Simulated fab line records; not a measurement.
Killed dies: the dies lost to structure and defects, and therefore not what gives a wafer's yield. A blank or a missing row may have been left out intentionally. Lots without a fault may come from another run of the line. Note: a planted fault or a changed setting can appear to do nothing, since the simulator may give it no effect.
fab line records | flow sky130
[record] lots = 6 | wafers = 18 | lastDay = 48
route steps=708 shown VIA2@512 PAD_OPEN@708
lots with no fault: from the same line, run without faults
startH: start of the lot's first displayed wafer, in hours after the record's first day | waitH: how many hours have passed since the lot's step before this one | " repeats the value in the row above | L1.1+2: a row that stands for several wafers | - either no value or no given start | * or withheld: withheld | < > ~ a bound
route shown NAME@n: names a module that has steps shown in the file, with the first one's number in the route | usual: the fault-free wafers' mean and standard deviation | same: alike in all rows | chamber/n: place in a boat | sites: readings site by site | _std_site: their standard deviation | _edge_site: outer sites' mean less inner sites' | radiusMm: for every site, how far away it sits from the centre of the wafer | mask NAME#n: copy n | behind: the tool/chamber that last shaped the wafer | hold: what put the lot on hold/how long, in hours/how the hold closed | device: which transistor (n, p or np) failed to switch | end of line: tests run on the same wafers once the route is complete | where a step has no rows: the recipe by itself | killed: count of dies lost to structure and defects at first sort (not the wafer's yield) | map: the dies of a wafer, with x for killed, . for not killed, _ for no die there
set.NAME: the setting the step ran with; set.NAME@STEP: the setting that earlier step ran with | model.NAME: the simulator's own value behind a step, which no gauge read
lots at some steps of the route; a table a step, a row a wafer
services: a tool's chamber out of use, with start hour (startH, from the record's first day; less than 0 if before it), hours out, and reason
[[steps]]
[step SKY_VIA2_HMDS_05]
[recipe] primeTimeS = 60 | primeTempC = 120
[step SKY_VIA2_COAT_06]
[recipe] resist = BARC | tempC = withheld | timeS = withheld | spinRpm = 3000 | resistThkNm = 60
[step SKY_VIA2_COAT_07]
[recipe] resist = KrF-thick | spinRpm = 3000 | resistThkNm = 450
[step SKY_VIA2_SOFTBAKE_08]
[recipe] tempC = 100 | timeS = 90 | resist = KrF-thick
[step SKY_VIA2_EXPOSE_09]
[recipe] maskId = VIM2 | na = 0.8 | sourceShape = annular | sigmaInner = 0.55 | sigmaOuter = 0.85 | targetCdNm = 200 | doseMj = 38
[step SKY_VIA2_PEB_10]
[recipe] pebTempC = withheld | pebTimeS = withheld | resist = KrF-thick
[step SKY_VIA2_DEVELOP_11]
[recipe] developTimeS = 60 | resist = KrF-thick | devTempC = 21
[step SKY_VIA2_CD_MEAS_12]
[recipe] targetCdNm = 200
[usual] cdNm = 200.1/1.5
lot.wafer | tool     | chamber | startH | waitH | cdNm
L678.1    | cdSem-01 | -       | 872.08 | -     | 202.1
L678.2    | "        | -       | "      | "     | 202.4
L678.5    | "        | -       | "      | "     | 201.7
L679.1    | cdSem-01 | -       | 878.88 | -     | 198.7
L679.4    | "        | -       | "      | "     | 198.8
L679.5    | "        | -       | "      | "     | 198.0
L680.1    | cdSem-01 | -       | 879.51 | -     | 199.2
L680.4    | "        | -       | "      | "     | 198.4
L680.6    | "        | -       | "      | "     | 199.5
L685.2    | cdSem-02 | -       | 910.88 | -     | 200.2
L685.4    | "        | -       | "      | "     | 199.6
L685.6    | "        | -       | "      | "     | 198.6
L689.1    | cdSem-01 | -       | 944.26 | -     | 200.2
L689.2    | "        | -       | "      | "     | 199.3
L689.6    | "        | -       | "      | "     | 199.0
L691.1    | cdSem-02 | -       | 953.81 | -     | 202.2
L691.3    | "        | -       | "      | "     | 202.4
L691.5    | "        | -       | "      | "     | 204.0
[step SKY_VIA2_OVL_MEAS_13]
[usual] VIA2_OVL = -1/5
lot.wafer | tool       | chamber | startH | waitH | VIA2_OVL[nm]
L678.1    | overlay-02 | -       | 872.20 | 0.1   | 0
L678.2    | "          | -       | "      | "     | 2
L678.5    | "          | -       | "      | "     | -3
L679.1    | overlay-01 | -       | 879.00 | 0.1   | 0
L679.4    | "          | -       | "      | "     | 1
L679.5    | "          | -       | "      | "     | -1
L680.1    | overlay-01 | -       | 879.63 | 0.1   | -9
L680.4    | "          | -       | "      | "     | 6
L680.6    | "          | -       | "      | "     | 1
L685.2    | overlay-01 | -       | 910.99 | 0.1   | 2
L685.4    | "          | -       | "      | "     | 1
L685.6    | "          | -       | "      | "     | 2
L689.1    | overlay-01 | -       | 944.38 | 0.1   | -17
L689.2    | "          | -       | "      | "     | 0
L689.6    | "          | -       | "      | "     | 4
L691.1    | overlay-01 | -       | 953.93 | 0.1   | -7
L691.3    | "          | -       | "      | "     | -2
L691.5    | "          | -       | "      | "     | -1
[step SKY_VIA2_ETCH_14]
[recipe] chemistry = N2/H2 | target = BARC | ionEnergyEv = 200 | sourceW = 500 | biasW = 100 | pressureMtorr = 30 | n2FlowSccm = 100 | h2FlowSccm = 200 | stopOn = SiO2 | timeS = 45.9 | targetDepthA = 600
[usual] drypumpMotorCurrentA = 5.7/0.56 | n2FlowSccm = 100.03/0.28 | oesProductAu = 0.855/0.0044 | throttleValvePct = 13.225/0.0092
lot.wafer | tool       | chamber | startH | waitH | drypumpMotorCurrentA | n2FlowSccm | oesProductAu | rfHoursCounterH | throttleValvePct
L678.1    | rieDiel-02 | 0       | 872.23 | 0.0   | 6.1                  | 100.03     | 0.860        | 25              | 13.222
L678.2    | "          | 1       | "      | "     | 5.2                  | 100.15     | 0.855        | 10              | 13.240
L678.5    | "          | 1       | "      | "     | 5.2                  | 99.98      | 0.852        | -               | 13.221
L679.1    | rieDiel-02 | 3       | 879.03 | 0.0   | 6.2                  | 100.58     | 0.856        | 1               | 13.214
L679.4    | "          | 2       | "      | "     | 5.4                  | 99.88      | 0.857        | 0               | 13.225
L679.5    | "          | 2       | "      | "     | 5.4                  | 100.19     | 0.849        | -               | 13.242
L680.1    | rieDiel-04 | 2       | 879.67 | 0.0   | 5.7                  | 100.29     | 0.862        | 19              | 13.235
L680.4    | "          | 0       | "      | "     | 6.3                  | 100.12     | 0.854        | 20              | 13.228
L680.6    | "          | 0       | "      | "     | 6.3                  | 100.05     | 0.855        | -               | 13.222
L685.2    | rieDiel-02 | 3       | 911.02 | 0.0   | 6.2                  | 100.29     | 0.857        | 3               | 13.235
L685.4    | "          | 1       | "      | "     | 5.2                  | 99.81      | 0.853        | 12              | 13.222
L685.6    | "          | 3       | "      | "     | 6.2                  | 100.11     | 0.857        | -               | 13.231
L689.1    | rieDiel-03 | 3       | 944.42 | 0.0   | 4.9                  | 99.46      | 0.855        | 7               | 13.232
L689.2    | "          | 0       | "      | "     | 4.9                  | 100.44     | 0.857        | 9               | 13.218
L689.6    | "          | 0       | "      | "     | 4.9                  | 100.05     | 0.849        | -               | 13.233
L691.1    | rieDiel-02 | 3       | 953.97 | 0.0   | 6.2                  | 100.10     | 0.848        | 4               | 13.222
L691.3    | "          | 2       | "      | "     | 5.4                  | 100.04     | 0.848        | 3               | 13.232
L691.5    | "          | 3       | "      | "     | 6.2                  | 99.90      | 0.845        | -               | 13.231
[step SKY_VIA2_ETCH_15]
[recipe] target = SiO2 | chemistry = C4F8/O2/Ar | targetDepthNm = 546 | stopOn = TiN | maskMaterial = KrF-thick | sourceW = 1500 | biasW = 1200 | pressureMtorr = 40 | c4f8FlowSccm = withheld | O2_flow_sccm = 6 | Ar_flow_sccm = 300 | timeS = 84
[usual] oesProductAu = 0.939/0.0053
lot.wafer | tool       | chamber | startH | waitH | oesProductAu | rfHoursCounterH
L678.1    | rieDiel-02 | 0       | 872.27 | 0.0   | 0.935        | 25
L678.2    | "          | 1       | "      | "     | 0.947        | 10
L678.5    | "          | 1       | "      | "     | 0.933        | -
L679.1    | rieDiel-02 | 3       | 879.07 | 0.0   | 0.937        | 1
L679.4    | "          | 2       | "      | "     | 0.929        | 0
L679.5    | "          | 2       | "      | "     | 0.942        | -
L680.1    | rieDiel-04 | 2       | 879.71 | 0.0   | 0.936        | 19
L680.4    | "          | 0       | "      | "     | 0.940        | 20
L680.6    | "          | 0       | "      | "     | 0.952        | -
L685.2    | rieDiel-02 | 0       | 911.06 | 0.0   | 0.940        | 26
L685.4    | "          | 2       | "      | "     | 0.934        | -
L685.6    | "          | 1       | "      | "     | 0.937        | -
L689.1    | rieDiel-03 | 3       | 944.46 | 0.0   | 0.940        | 7
L689.2    | "          | 0       | "      | "     | 0.933        | 9
L689.6    | "          | 0       | "      | "     | 0.940        | -
L691.1    | rieDiel-02 | 3       | 954.01 | 0.0   | 0.942        | 4
L691.3    | "          | 2       | "      | "     | 0.939        | 3
L691.5    | "          | 3       | "      | "     | 0.935        | -
[step SKY_VIA2_STRIP_16]
[recipe] chemistry = O2/N2 | powerW = 1400 | pressureMtorr = 1500 | platenTempC = withheld | o2FlowSccm = 3000 | n2FlowSccm = 300 | overashFraction = 0.5
[usual] chamberPressureMTorr = 1500.0/1.4 | drypumpMotorCurrentA = 5.57/0.23 | n2FlowSccm = 300.0/0.96 | oesProductAu = 0.399/0.0042 | stripTimeToEndpointS = 4.062/0.028
lot.wafer | tool           | chamber | startH | waitH | chamberPressureMTorr | drypumpMotorCurrentA | n2FlowSccm | oesProductAu | rfHoursCounterH | stripTimeToEndpointS
L678.1    | plasmaAsher-02 | 1       | 872.34 | 0.0   | 1498.3               | 5.55                 | 299.1      | 0.394        | 74              | 4.082
L678.2    | "              | 0       | "      | "     | 1501.3               | 5.42                 | 300.0      | 0.402        | 74              | 4.051
L678.5    | "              | 1       | "      | "     | 1498.7               | 5.55                 | 298.6      | 0.398        | -               | 4.040
L679.1    | plasmaAsher-02 | 1       | 879.14 | 0.0   | 1499.0               | 5.54                 | 301.8      | 0.399        | 75              | 4.069
L679.4    | "              | 1       | "      | "     | 1499.5               | 5.57                 | 301.8      | 0.401        | -               | 4.086
L679.5    | "              | 0       | "      | "     | 1498.6               | 5.43                 | 300.3      | 0.402        | -               | 4.094
L680.1    | plasmaAsher-04 | 0       | 879.77 | 0.0   | 1500.6               | 5.73                 | 299.7      | 0.399        | 14              | 4.063
L680.4    | "              | 0       | "      | "     | 1499.8               | 5.70                 | 299.1      | 0.394        | -               | 4.089
L680.6    | "              | 1       | "      | "     | 1497.9               | 5.27                 | 299.9      | 0.401        | -               | 4.085
L685.2    | plasmaAsher-01 | 0       | 911.12 | 0.0   | 1499.4               | 5.56                 | 300.9      | 0.398        | 42              | 4.045
L685.4    | "              | 0       | "      | "     | 1500.4               | 5.55                 | 300.9      | 0.404        | -               | 4.051
L685.6    | "              | 1       | "      | "     | 1502.0               | 6.02                 | 300.2      | 0.394        | -               | 4.048
L689.1    | plasmaAsher-04 | 1       | 944.52 | 0.0   | 1498.5               | 5.26                 | 300.3      | 0.403        | 21              | 4.039
L689.2    | "              | 0       | "      | "     | 1499.8               | 5.74                 | 300.9      | 0.406        | 21              | 4.063
L689.6    | "              | 0       | "      | "     | 1498.5               | 5.77                 | 299.6      | 0.404        | -               | 4.096
L691.1    | plasmaAsher-02 | 1       | 954.07 | 0.0   | 1499.0               | 5.56                 | 299.7      | 0.398        | 82              | 4.026
L691.3    | "              | 0       | "      | "     | 1498.3               | 5.41                 | 300.7      | 0.400        | -               | 4.072
L691.5    | "              | 1       | "      | "     | 1504.2               | 5.53                 | 299.0      | 0.400        | -               | 3.988
[step SKY_VIA2_STRIP_17]
[recipe] chemistry = postEtchResidueRemover | timeS = 1200 | tempC = 72.5
[usual] bathGuardTempC = 72.8/0.64 | bathHeatDutyPct = 14.9/2
lot.wafer | tool        | chamber | startH | waitH | bathGuardTempC | bathHeatDutyPct
L678.1    | wetBench-04 | 3       | 872.44 | 0.1   | 73.2           | 12.0
L678.2    | "           | 3       | "      | "     | 73.0           | 12.8
L678.5    | "           | 3       | "      | "     | 73.1           | 12.0
L679.1    | wetBench-04 | 1       | 879.24 | 0.1   | -              | -
L679.4    | "           | 1       | "      | "     | -              | -
L679.5    | "           | 1       | "      | "     | -              | -
L680.1    | wetBench-04 | 2       | 879.87 | 0.1   | -              | -
L680.4    | "           | 2       | "      | "     | -              | -
L680.6    | "           | 2       | "      | "     | -              | -
L685.2    | wetBench-03 | 1       | 911.22 | 0.1   | 72.2           | 17.2
L685.4    | "           | 1       | "      | "     | 72.5           | 19.1
L685.6    | "           | 1       | "      | "     | 72.5           | 16.1
L689.1    | wetBench-03 | 2       | 944.62 | 0.1   | 73.7           | 15.2
L689.2    | "           | 2       | "      | "     | 73.4           | 15.1
L689.6    | "           | 2       | "      | "     | 73.5           | 16.3
L691.1    | wetBench-03 | 0       | 954.17 | 0.1   | 73.2           | 13.4
L691.3    | "           | 0       | "      | "     | 73.3           | 12.8
L691.5    | "           | 0       | "      | "     | 73.3           | 14.4
[step SKY_VIA2_CLEAN_18]
[recipe] chemistry = IPA | timeS = 180 | tempC = 25
[step SKY_PAD_OPEN_PROBE_99]
lot.wafer | tool      | chamber | startH  | waitH | model.etest.via2Chain.rcOhm
L678.1    | prober-01 | -       | 1095.48 | 0.1   | 10.01
L678.2    | prober-01 | -       | 1095.53 | 0.1   | 9
L678.5    | prober-01 | -       | 1095.68 | 0.2   | 9.934
L679.1    | prober-02 | -       | 1101.93 | 0.1   | 12.77
L679.4    | prober-02 | -       | 1102.08 | 0.2   | 13.28
L679.5    | prober-02 | -       | 1102.13 | 0.2   | 12.26
L680.1    | prober-01 | -       | 1103.43 | 0.1   | 12.16
L680.4    | prober-01 | -       | 1103.58 | 0.2   | 12.5
L680.6    | prober-01 | -       | 1103.68 | 0.2   | 12.33
L685.2    | prober-01 | -       | 1127.06 | 0.1   | 10.22
L685.4    | prober-01 | -       | 1127.16 | 0.2   | 10.13
L685.6    | prober-01 | -       | 1127.26 | 0.2   | 10.01
L689.1    | prober-01 | -       | 1152.17 | 0.1   | 9.978
L689.2    | prober-01 | -       | 1152.22 | 0.1   | 10.01
L689.6    | prober-01 | -       | 1152.42 | 0.2   | 9.939
L691.1    | prober-01 | -       | 1157.41 | 0.1   | 9.785
L691.3    | prober-01 | -       | 1157.51 | 0.2   | 9.672
L691.5    | prober-01 | -       | 1157.61 | 0.2   | 9.292
// killed by level:class
L678.1 VIA1:geometricParticle:open=10 VIA3:geometricParticle:open=8 CONTACT:geometricParticle:open=8 METAL2:geometricParticle:short=6 VIA2:geometricParticle:open=6 FIELD_ISO:geometricParticle:short=5 LI_CONTACT:geometricParticle:open=5 LOCAL_INTERCONNECT:geometricParticle:short=5
L678.2 VIA3:geometricParticle:open=13 VIA1:geometricParticle:open=12 CONTACT:geometricParticle:open=11 METAL2:geometricParticle:short=8 LI_CONTACT:geometricParticle:open=7 CONTACT:geometricParticle:short=5 METAL1:geometricParticle:short=5 LOCAL_INTERCONNECT:geometricParticle:short=4
L678.5 LOCAL_INTERCONNECT:geometricParticle:short=8 CONTACT:geometricParticle:open=8 VIA1:geometricParticle:open=8 METAL1:geometricParticle:short=8 METAL2:geometricParticle:short=6 METAL3:geometricParticle:short=6 VIA3:geometricParticle:open=6 FIELD_ISO:geometricParticle:open=5
L685.2 VIA2:geometricParticle:open=11 LI_CONTACT:geometricParticle:open=9 CONTACT:geometricParticle:open=9 VIA1:geometricParticle:short=7 METAL2:geometricParticle:short=6 VIA3:geometricParticle:open=6 POLY_GATE:geometricParticle:open=5 METAL1:geometricParticle:short=4
L685.4 METAL1:geometricParticle:short=10 METAL2:geometricParticle:short=8 VIA3:geometricParticle:open=7 VIA1:geometricParticle:open=7 VIA2:geometricParticle:open=7 POLY_GATE:geometricParticle:short=5 VIA2:geometricParticle:short=5 FIELD_ISO:geometricParticle:short=4
L685.6 LI_CONTACT:geometricParticle:open=9 VIA2:geometricParticle:open=9 FIELD_ISO:geometricParticle:short=6 CONTACT:geometricParticle:open=6 VIA1:geometricParticle:short=5 METAL2:geometricParticle:short=5 METAL1:geometricParticle:short=4 VIA1:geometricParticle:open=4
L689.1 VIA1:geometricParticle:open=11 POLY_GATE:geometricParticle:open=9 CONTACT:geometricParticle:open=9 VIA3:geometricParticle:open=8 VIA2:geometricParticle:open=8 LI_CONTACT:geometricParticle:open=7 METAL1:geometricParticle:short=7 LOCAL_INTERCONNECT:geometricParticle:short=6
L689.2 VIA1:geometricParticle:open=16 CONTACT:geometricParticle:open=8 METAL2:geometricParticle:short=6 VIA2:geometricParticle:open=6 VIA3:geometricParticle:open=6 POLY_GATE:geometricParticle:short=5 FIELD_ISO:geometricParticle:short=4 LI_CONTACT:geometricParticle:open=4
L689.6 FIELD_ISO:geometricParticle:open=7 CONTACT:geometricParticle:open=7 LI_CONTACT:geometricParticle:open=7 VIA3:geometricParticle:open=7 FIELD_ISO:geometricParticle:short=5 LOCAL_INTERCONNECT:geometricParticle:short=5 VIA1:geometricParticle:open=5 VIA2:geometricParticle:open=5
L691.1 VIA1:geometricParticle:open=13 CONTACT:geometricParticle:open=8 POLY_GATE:geometricParticle:short=8 LI_CONTACT:geometricParticle:open=8 VIA1:geometricParticle:short=7 VIA2:geometricParticle:open=6 VIA3:geometricParticle:open=5 POLY_GATE:geometricParticle:open=4
L691.3 LI_CONTACT:geometricParticle:open=9 CONTACT:geometricParticle:open=8 VIA2:geometricParticle:open=8 VIA1:geometricParticle:open=8 VIA1:geometricParticle:short=6 CONTACT:geometricParticle:short=5 LI_CONTACT:geometricParticle:short=4 VIA3:geometricParticle:short=4
L691.5 VIA1:geometricParticle:open=13 METAL1:geometricParticle:short=9 CONTACT:geometricParticle:open=7 LI_CONTACT:geometricParticle:open=5 VIA1:geometricParticle:short=5 VIA3:geometricParticle:open=5 FIELD_ISO:geometricParticle:short=4 FIELD_ISO:geometricParticle:open=4
[[services]]
tool           | chamber | startH | hours | kind
rieDiel-04     | 3       | 850.42 | -     | clean
rieDiel-04     | 3       | 850.42 | 16.6  | scheduledDown
rieDiel-04     | 3       | 850.42 | 16.6  | ventCycle
rieDiel-02     | 2       | 852.77 | -     | clean
rieDiel-02     | 2       | 852.77 | 18.3  | scheduledDown
rieDiel-02     | 2       | 852.77 | 18.3  | ventCycle
rieDiel-03     | 3       | 856.14 | 10.5  | repair
plasmaAsher-02 | -       | 881.10 | 0.7   | repair
rieDiel-03     | -       | 897.59 | 14.6  | pm
rieDiel-04     | 1       | 898.08 | 1.4   | repair
plasmaAsher-02 | -       | 902.27 | 7.9   | repair
rieDiel-02     | 0       | 913.75 | 4.2   | repair
rieDiel-04     | 1       | 915.12 | 7.9   | repair
rieDiel-03     | 0       | 924.74 | 5.8   | repair
rieDiel-04     | 3       | 925.16 | 3.4   | repair
rieDiel-02     | 2       | 930.15 | 5.0   | repair
rieDiel-02     | 3       | 949.35 | 1.3   | repair
[[key]]
[firstSign] step = SKY_VIA2_STRIP_17 | reading = toolRecord | direction = missing
effect none on later readings
[modelEffect] step = SKY_PAD_OPEN_PROBE_99 | value = etest.via2Chain.rcOhm | without = 10.15 | struck = 12.55
metAt SKY_VIA2_STRIP_17
struckWafers L679.1,L679.4,L679.5,L680.1,L680.4,L680.6
sortLeftOut L679.1,L679.4,L679.5,L680.1,L680.4,L680.6
onsetBetween 872.44 879.24
[fault] kind = skippedStepWhole | tool = wetBench-04 | chamber = - | onsetH = 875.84 | steps = SKY_VIA2_STRIP_17 | scope = struckLotsOnly
// sortLeftOut: the simulated sort isn't trusted on such a fault, so these wafers' sort isn't shown, and their yield isn't known
